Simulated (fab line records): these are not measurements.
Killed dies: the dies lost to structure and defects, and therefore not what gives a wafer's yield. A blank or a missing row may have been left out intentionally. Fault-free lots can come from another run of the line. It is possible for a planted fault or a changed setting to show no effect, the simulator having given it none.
A lot that was struck, set against a sound lot || flow sky130 || 15 steps out of a route of 708
Sound: wafers L932.2, L932.3, L932.5. Wafers struck: L950.1, L950.2, L950.3. The cause is given at the end.
Per side, at each step with rows, come the tool, then ch with its chambers, and then its first start. Under that, the readings that differ: sound wafers || struck wafers || difference of the means || sigmas: that difference in standard deviations of wafers without a fault.
alike: words and numbers the same on both sides, and readings whose means are apart by under 2 such deviations; not compared: readings that were withheld, readings missing a value for some wafer, numbers with overlapping values and no deviation given by the record, and bounds like >300 which may hide the same value.
A row with sigmas, a row that says differs or no value, or rows on one side alone: a step with any of these is where the two part. Numbers that don't overlap but have no deviation are shown without sigmas and don't part them. A reading that every wafer of one side lacks parts them only if that side has two wafers or more.

first, 3 steps without rows for these wafers: SKY_SONOS_TUNNEL_EXPOSE_04 (exposes mask TUNM, target cd 410 nm); SKY_SONOS_TUNNEL_PEB_05; SKY_SONOS_TUNNEL_DEVELOP_06 (develop time 60 s).
SKY_SONOS_TUNNEL_CD_MEAS_07: target cd 410 nm.
  struck on cd_sem-02, day 18 06:20; sound on cd_sem-01, day 12 08:37
  alike: cd_nm
SKY_SONOS_TUNNEL_OVL_MEAS_08:
  struck on overlay-02, day 18 06:28; sound on overlay-02, day 12 08:43
  alike: SONOS_TUNNEL_OVL
then, 3 steps without rows for these wafers: SKY_SONOS_TUNNEL_IMPLANT_09; SKY_SONOS_TUNNEL_WET_ETCH_10 (etches SiO2 in dHF, target depth 14 nm, time 280 s); SKY_SONOS_TUNNEL_STRIP_11 (strips in SPM, time 600 s).
SKY_SONOS_TUNNEL_TW_MEAS_12:
  struck on film_metro-02, day 18 06:55; sound on film_metro-03, day 12 09:11
  alike: SONOS_TUNNEL_TW
then, 2 steps without rows for these wafers: SKY_SONOS_TUNNEL_CLEAN_13 (cleans in dHF, time 20 s); SKY_SONOS_ONO_OXIDATION_00 (stabilise 600 s, purge 300 s, target thk 2.6 nm).
SKY_SONOS_ONO_THK_MEAS_01:
  struck on film_metro-02, day 18 08:50; sound on film_metro-01, day 12 12:50
  alike: SONOS_ONO_OXIDATION_THK
SKY_SONOS_ONO_CVD_02: deposits Si3N4 from DCS/NH3, target thk 10.5 nm, time 175 s.
  sound on lpcvd-02 ch 1, day 12 12:53; struck on lpcvd-02 ch 0, day 18 10:50
{"reading": "spike_tc_top_C (C)", "sound": "784.7 785.5 784.5", "struck": "780.5 778.9 779.1", "difference": -5.4, "sigmas": -2}
{"reading": "model.Si3N4_of_SONOS_ONO_CVD_02.thk_nm (nm)", "sound": "10.12 10.16 10.11", "struck": "7.493 7.446 7.471", "difference": -2.660, "sigmas": ""}
SKY_SONOS_ONO_THK_MEAS_03:
  struck on film_metro-03, day 18 12:07; sound on film_metro-01, day 12 14:28
{"reading": "SONOS_ONO_CVD_02_THK (nm)", "sound": "10.11 10.21 10.09", "struck": "7.46 7.46 7.48", "difference": -2.67, "sigmas": -21}
  not compared: hold
-- a jump in the record: the struck wafers' starts before and after are 32 days apart (it breaks off in module SONOS_ONO and resumes in module PAD_OPEN, where the first step shown is number 708 of the route) --
SKY_PAD_OPEN_PROBE_99:
  struck on prober-01, day 50 10:19; sound on prober-02, day 46 15:49
{"reading": "model.etest.sonos_uncharged.r_on_ohm_um", "sound": "790.9 809 813.2", "struck": "765.1 755.1 774", "difference": -39.6, "sigmas": ""}
{"reading": "model.etest.sonos_erased.drive_ua_um", "sound": "177.2 218.4 209.5", "struck": "260.7 222.7 231", "difference": "+36.4", "sigmas": ""}
{"reading": "model.etest.cap_ono.gate_log10_a_cm2", "sound": "-7.66 -7.669 -7.847", "struck": "-6.212 -6.17 -6.085", "difference": "+1.570", "sigmas": ""}
{"reading": "model.etest.cap_ono.gate_bv_v (V)", "sound": "16.38 15.5 16.58", "struck": "15.33 14.69 14.93", "difference": -1.17, "sigmas": ""}
{"reading": "model.etest.cap_ono.tox_acc_nm (nm)", "sound": "12.76 12.69 12.74", "struck": "11.62 11.5 11.46", "difference": -1.20, "sigmas": ""}
{"reading": "model.etest.sonos_programmed.vt_v (V)", "sound": "1.553 1.577 1.511", "struck": "1.835 1.804 1.825", "difference": "+0.274", "sigmas": ""}
{"reading": "model.etest.sonos_baked.vt_less_v (V)", "sound": "-0.6153 -0.578 -0.5057", "struck": "-0.812 -0.7712 -0.8253", "difference": -0.237, "sigmas": ""}
{"reading": "model.etest.sonos_erased.vt_v (V)", "sound": "-2.332 -2.395 -2.35", "struck": "-2.495 -2.462 -2.447", "difference": -0.109, "sigmas": ""}
  alike: killed_at_M0_to_M3, killed_at_M4_up, killed_at_contacts, killed_at_front_end, killed_at_other, killed_dies, killed_open, killed_short

== WHERE THEY PART ==
At SKY_SONOS_ONO_CVD_02 first; at SKY_SONOS_ONO_THK_MEAS_03 last (within this record only). Later steps at which nothing parts them and some readings are alike: SKY_PAD_OPEN_PROBE_99.

WHY: what had been put in by the simulator
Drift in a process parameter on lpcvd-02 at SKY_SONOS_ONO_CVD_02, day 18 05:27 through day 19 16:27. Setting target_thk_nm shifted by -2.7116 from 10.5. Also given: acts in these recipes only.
